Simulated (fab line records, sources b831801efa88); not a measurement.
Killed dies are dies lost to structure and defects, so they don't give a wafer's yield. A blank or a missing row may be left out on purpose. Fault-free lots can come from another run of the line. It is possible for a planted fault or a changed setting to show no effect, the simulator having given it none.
What tool caused it?	flow sky130	12 lots with 36 wafers sampled at 5 steps, on a route of 708 steps

## WHAT EACH GAUGE READ, for each wafer
SKY_LDD_HVP_OVL_MEAS_07.
lot	measured	on	LDD_HVP_OVL (nm)
L660	day 21 22:44	overlay-02	-1.8 0.4 -2.2
L661	day 22 12:52	overlay-02	1.6 3.1 3.0
L663	day 23 06:31	overlay-01	1.3 2.7 0.9
L665	day 23 12:20	overlay-02	-0.4 0.0 -0.5
L664	day 23 17:35	overlay-02	1.6 1.7 1.2
L666	day 24 02:32	overlay-01	-0.1 0.3 -1.7
L670	day 25 21:26	overlay-02	0.2 -1.2 1.2
L671	day 25 22:29	overlay-02	0.4 2.5 1.2
L674	day 27 01:08	overlay-01	-2.0 -1.1 -2.3
L677	day 27 18:12	overlay-02	0.5 0.1 1.4
L678	day 28 06:46	overlay-02	1.4 2.4 3.7
L681	day 29 05:50	overlay-01	-0.2 -3.0 -2.6

SKY_LDD_HVP_TW_MEAS_10.
lot	measured	on	LDD_HVP_TW
L660	day 21 23:01	film-metro-01	466 463 464
L661	day 22 13:09	film-metro-01	466 465 467
L663	day 23 06:48	film-metro-03	454 452 454
L665	day 23 12:38	film-metro-01	464 465 465
L664	day 23 17:52	film-metro-01	469 467 465
L666	day 24 02:50	film-metro-04	459 461 457
L670	day 25 21:43	film-metro-04	460 461 463
L671	day 25 22:46	film-metro-01	495 497 493
L674	day 27 01:25	film-metro-01	494 494 494
L677	day 27 18:29	film-metro-04	463 460 462
L678	day 28 07:05	film-metro-04	460 461 461
L681	day 29 06:07	film-metro-03	453 454 456

SKY_LDD_LDN_OVL_MEAS_07.
lot	measured	on	LDD_LDN_OVL (nm)
L660	day 23 04:53	overlay-02	0.4 2.3 1.2
L661	day 23 18:20	overlay-01	-0.7 -0.8 0.6
L663	day 24 12:20	overlay-02	-0.4 -1.9 0.5
L665	day 24 19:05	overlay-01	0.4 0.6 -1.2
L664	day 24 23:35	overlay-02	-0.2 -0.4 1.5
L666	day 25 08:41	overlay-01	-0.8 0.0 -0.2
L670	day 27 02:02	overlay-01	0.4 1.8 2.2
L671	day 27 03:02	overlay-01	1.8 1.0 1.3
L674	day 28 06:14	overlay-01	-2.2 -1.2 1.3
L677	day 28 22:05	overlay-02	-0.7 0.2 1.2
L678	day 29 11:25	overlay-02	1.5 4.1 3.9
L681	day 30 09:44	overlay-02	0.9 0.6 3.0

## WHAT TOOL EACH LOT RAN ON (gives the tool, then ch and the chambers of the sampled wafers, and finally the start)
lot	SKY_LDD_HVN_STRIP_09	SKY_LDD_HVP_IMPLANT_08
L660	plasma-asher-02 ch 1, day 20 15:46	implanter-03 ch 0, day 21 22:47
L661	plasma-asher-02 ch 0,1, day 21 05:31	implanter-03 ch 0, day 22 12:54
L663	plasma-asher-01 ch 0,1, day 22 00:22	implanter-04 ch 0, day 23 06:33
L665	plasma-asher-01 ch 0,1, day 22 07:24	implanter-03 ch 0, day 23 12:25
L664	plasma-asher-02 ch 0,1, day 22 11:33	implanter-03 ch 0, day 23 17:39
L666	plasma-asher-01 ch 0,1, day 22 20:38	implanter-01 ch 0, day 24 02:37
L670	plasma-asher-01 ch 0,1, day 24 15:55	implanter-01 ch 0, day 25 21:28
L671	plasma-asher-01 ch 0,1, day 24 17:15	implanter-01 ch 0, day 25 22:31
L674	plasma-asher-03 ch 0,1, day 25 20:00	implanter-01 ch 0, day 27 01:10
L677	plasma-asher-01 ch 0,1, day 26 14:06	implanter-03 ch 0, day 27 18:17
L678	plasma-asher-02 ch 0,1, day 27 01:37	implanter-04 ch 0, day 28 06:48
L681	plasma-asher-03 ch 0,1, day 28 01:42	implanter-03 ch 0, day 29 05:53
- SKY_LDD_HVN_STRIP_09: strips in O2/N2.
- SKY_LDD_HVP_IMPLANT_08

## WHAT THE TOOLS THEMSELVES READ (means of the sampled wafers that have a number; where no wafer has one, the mark that the record gives instead)
SKY_LDD_HVN_STRIP_09.
lot	tool	drypump-motor-current-A (A)	oes-product-au (a.u.)	strip-time-to-endpoint-s (s)
L660	plasma-asher-02	5.8	0.406	4.136
L661	plasma-asher-02	5.8	0.403	4.128
L663	plasma-asher-01	5.9	0.412	4.154
L665	plasma-asher-01	5.9	0.410	4.140
L664	plasma-asher-02	5.7	0.408	4.133
L666	plasma-asher-01	5.9	0.408	4.138
L670	plasma-asher-01	5.8	0.411	4.135
L671	plasma-asher-01	5.9	0.404	4.137
L674	plasma-asher-03	5.5	0.409	4.125
L677	plasma-asher-01	5.9	0.410	4.146
L678	plasma-asher-02	5.8	0.407	4.134
L681	plasma-asher-03	5.2	0.410	4.141

SKY_LDD_HVP_IMPLANT_08.
lot	tool	beam-on-s (s)	dose-ions-cm2	faraday-current-uA
L660	implanter-03	9.58	1.7008e+13	99.8
L661	implanter-03	10.04	1.7007e+13	95.8
L663	implanter-04	9.86	1.7004e+13	97.5
L665	implanter-03	10.29	1.6998e+13	93.1
L664	implanter-03	10.16	1.7023e+13	94.6
L666	implanter-01	10.02	1.7005e+13	95.7
L670	implanter-01	10.19	1.6999e+13	94.0
L671	implanter-01	12.02	1.6988e+13	80.0
L674	implanter-01	12.13	1.7005e+13	79.1
L677	implanter-03	9.98	1.6979e+13	96.0
L678	implanter-04	10.04	1.7000e+13	95.4
L681	implanter-03	10.03	1.7026e+13	95.4

## THE ANSWER, worked out from the rows above alone
Rule: the usual values come from the lots themselves. Put in order of their means at a reading, lots are off if they are a third of the lots or fewer, leave a main group of 4 or more, and stand apart from it by a gap of 3 or more times the standard deviation of the main group's means; of several such gaps the widest counts. The tables above print the reading to a certain number of digits; a main group whose means all agree to those digits is not used. A lot without any number at a reading at which 4 lots or more have one is off too. All remaining lots with rows at the step are treated as sound. Order of review: gauges by route order, followed by the tools' own readings, for which a lot's mean as printed above is used. The first step at which some lot is off is used, and at that step the reading that is off furthest; a lot without a number counts as furthest.
Off: L671, L674, seen at SKY_LDD_HVP_TW_MEAS_10 (LDD_HVP_TW). The main group: mean 461, standard deviation 4.4.
A tool fits if, at a process step before that reading, it ran every lot that is off, and no sound lot after the first of them. Not tried: the gauges at SKY_LDD_HVP_TW_MEAS_10; whatever is off there is also off at SKY_LDD_HVP_IMPLANT_08, on other tools, and gauge error can't account for it. One fits: implanter-01 at SKY_LDD_HVP_IMPLANT_08. A fault onset in the window from L670 (day 25 21:28, its last sound lot) to L671 (day 25 22:31, its first lot off) fits.
The tool's own readings at SKY_LDD_HVP_IMPLANT_08 bear it out: on the lots that are off they differ by more than 5 times the standard deviation of the sound lots' means. beam-on-s reads 12.07 s there against 10.02 s on the sound lots; faraday-current-uA reads 79.5 there against 95.7 on the sound lots.

## WHAT THE SIMULATOR HAD INSERTED
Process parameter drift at SKY_LDD_HVP_IMPLANT_08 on implanter-01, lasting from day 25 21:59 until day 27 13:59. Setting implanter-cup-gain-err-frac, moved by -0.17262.
Struck lots among those shown: L671, L674. Same finding as the rule above.
